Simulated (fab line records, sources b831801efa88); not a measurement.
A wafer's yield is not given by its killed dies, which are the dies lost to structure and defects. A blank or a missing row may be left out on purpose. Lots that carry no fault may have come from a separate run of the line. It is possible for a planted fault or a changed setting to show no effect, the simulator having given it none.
Struck lot and sound lot, side by side / flow gf180mcu / 33 steps out of a route of 602
Sound: wafers L411.3, L411.4, L411.6. Wafers struck: L418.4, L418.5, L418.6. The cause is given at the end.
Per side, at each step with rows, come the tool, then ch with its chambers, and then its first start. Under that, the readings that differ: sound wafers / struck wafers / difference of the means / sigmas: that difference in standard deviations of wafers without a fault.
alike: readings with means less than 2 such deviations apart, plus words and numbers identical on both sides. not compared: withheld readings, readings lacking a value on some wafer, bounds such as >300 that could conceal the same value, and numbers that have no deviation in the record and whose values overlap.
The two part at a step that has a row with sigmas, a row that says differs or no value, or rows on one side only. Numbers that don't overlap but have no deviation are shown without sigmas and don't part them. Lack of a reading on every wafer of one side parts them only where that side has two or more wafers.

first, 1 step without rows for these wafers: GF_HV_LDD_IMPLANT_21.
GF_HV_LDD_STRIP_22: strips in O2/N2.
  sound on plasmaAsher-04 ch 0,1, day 11 08:20; struck on plasmaAsher-04 ch 0,1, day 13 08:22
  alike: drypumpMotorCurrentA, heaterPowerW, oesProductAu, stripTimeToEndpointS
  not compared: rfHoursCounterH
GF_HV_LDD_TW_MEAS_23:
  struck on filmMetro-04, day 13 08:28; sound on filmMetro-04, day 11 08:25
  alike: HV_LDD_2_TW
then, 7 steps without rows for these wafers: GF_HV_LDD_DEHYDRATE_24 (time 60 s); GF_HV_LDD_HMDS_25 (prime time 60 s); GF_HV_LDD_COAT_26 (resist thk 1000 nm); GF_HV_LDD_SOFTBAKE_27 (time 60 s); GF_HV_LDD_EXPOSE_28 (exposes mask Nplus HV AREA, target cd 400 nm); GF_HV_LDD_PEB_29; GF_HV_LDD_DEVELOP_30 (develop time 60 s).
GF_HV_LDD_CD_MEAS_31: the cd target is 400 nm.
  struck on cdSem-02, day 14 05:08; sound on cdSem-01, day 12 02:08
  alike: cdNm
GF_HV_LDD_OVL_MEAS_32:
  struck on overlay-01, day 14 05:13; sound on overlay-01, day 12 02:13
  alike: HV_LDD_02_OVL
GF_HV_LDD_IMPLANT_33:
  sound on implanter-02 ch 0, day 12 02:17; struck on implanter-02 ch 0, day 14 05:18
reading=implantIonAmu; sound=31 31 31; struck=75 75 75; difference=+44; sigmas=
reading=model.implant.rpNm (nm); sound=60.97 60.97 60.97; struck=31.82 31.82 31.82; difference=-29.15; sigmas=
reading=model.implant.drpNm (nm); sound=28.81 28.81 28.81; struck=15.26 15.26 15.26; difference=-13.55; sigmas=
then, 3 steps without rows for these wafers: GF_HV_LDD_IMPLANT_34; GF_HV_LDD_IMPLANT_35; GF_HV_LDD_IMPLANT_36.
GF_HV_LDD_STRIP_37: strips in O2/N2.
  sound on plasmaAsher-02 ch 0,1, day 12 02:53; struck on plasmaAsher-03 ch 0,1, day 14 05:52
  alike: drypumpMotorCurrentA, heaterPowerW, oesProductAu, stripTimeToEndpointS
  not compared: rfHoursCounterH
GF_HV_LDD_TW_MEAS_38:
  struck on filmMetro-04, day 14 06:11; sound on filmMetro-01, day 12 02:58
reading=HV_LDD_3_TW; sound=1459 1459 1461; struck=1582 1586 1587; difference=+125; sigmas=+5
  not compared: hold
then, 6 steps without rows for these wafers: GF_HV_LDD_HMDS_40 (prime time 60 s); GF_HV_LDD_COAT_41 (resist thk 1000 nm); GF_HV_LDD_SOFTBAKE_42 (time 60 s); GF_HV_LDD_EXPOSE_43 (exposes mask Pplus HV AREA, target cd 400 nm); GF_HV_LDD_PEB_44; GF_HV_LDD_DEVELOP_45 (develop time 60 s).
GF_HV_LDD_CD_MEAS_46: the cd target is 400 nm.
  struck on cdSem-02, day 15 03:38; sound on cdSem-01, day 12 22:40
  alike: cdNm
GF_HV_LDD_OVL_MEAS_47:
  struck on overlay-02, day 15 03:42; sound on overlay-01, day 12 22:45
  alike: HV_LDD_03_OVL
then, 1 step without rows for these wafers: GF_HV_LDD_IMPLANT_48.
GF_HV_LDD_STRIP_49: strips in O2/N2.
  sound on plasmaAsher-02 ch 0,1, day 12 22:58; struck on plasmaAsher-02 ch 0,1, day 15 03:54
  alike: drypumpMotorCurrentA, heaterPowerW, oesProductAu, stripTimeToEndpointS
  not compared: rfHoursCounterH
GF_HV_LDD_TW_MEAS_50:
  struck on filmMetro-04, day 15 04:00; sound on filmMetro-04, day 12 23:02
  alike: HV_LDD_4_TW
then, 1 step without rows for these wafers: GF_HV_LDD_CLEAN_51 (cleans in SC1/SC2, time 150 s).
GF_HV_LDD_RTA_52: time 10 s.
  sound on rtpAnneal-02 ch 0, day 12 23:11; struck on rtpAnneal-02 ch 0, day 15 04:07
  alike: lampPowerPct, wafer_temp_C_max
GF_HV_LDD_RS_MEAS_53: measurement is done with a four-point probe.
  struck on filmMetro-03, day 15 04:29; sound on filmMetro-01, day 12 23:19
reading=HV_LDD_RS (ohm/sq); sound=419.4 419.4 418.7; struck=456.1 455.9 456.4; difference=+37.0; sigmas=+40
  not compared: hold
-- record jumps: 16 days separate the struck wafers' starts on either side; left off in module HV_LDD, taken up again in module PASSIVATION, whose first shown step is the route's number 602 --
GF_PASSIVATION_PROBE_99:
  only the struck wafers here have rows in the record (prober-02, day 31 14:47); the sound ones have none

== WHERE THEY PART ==
Earliest at GF_HV_LDD_TW_MEAS_38; latest, in this record, at GF_PASSIVATION_PROBE_99.

WHY: whatever the simulator had introduced
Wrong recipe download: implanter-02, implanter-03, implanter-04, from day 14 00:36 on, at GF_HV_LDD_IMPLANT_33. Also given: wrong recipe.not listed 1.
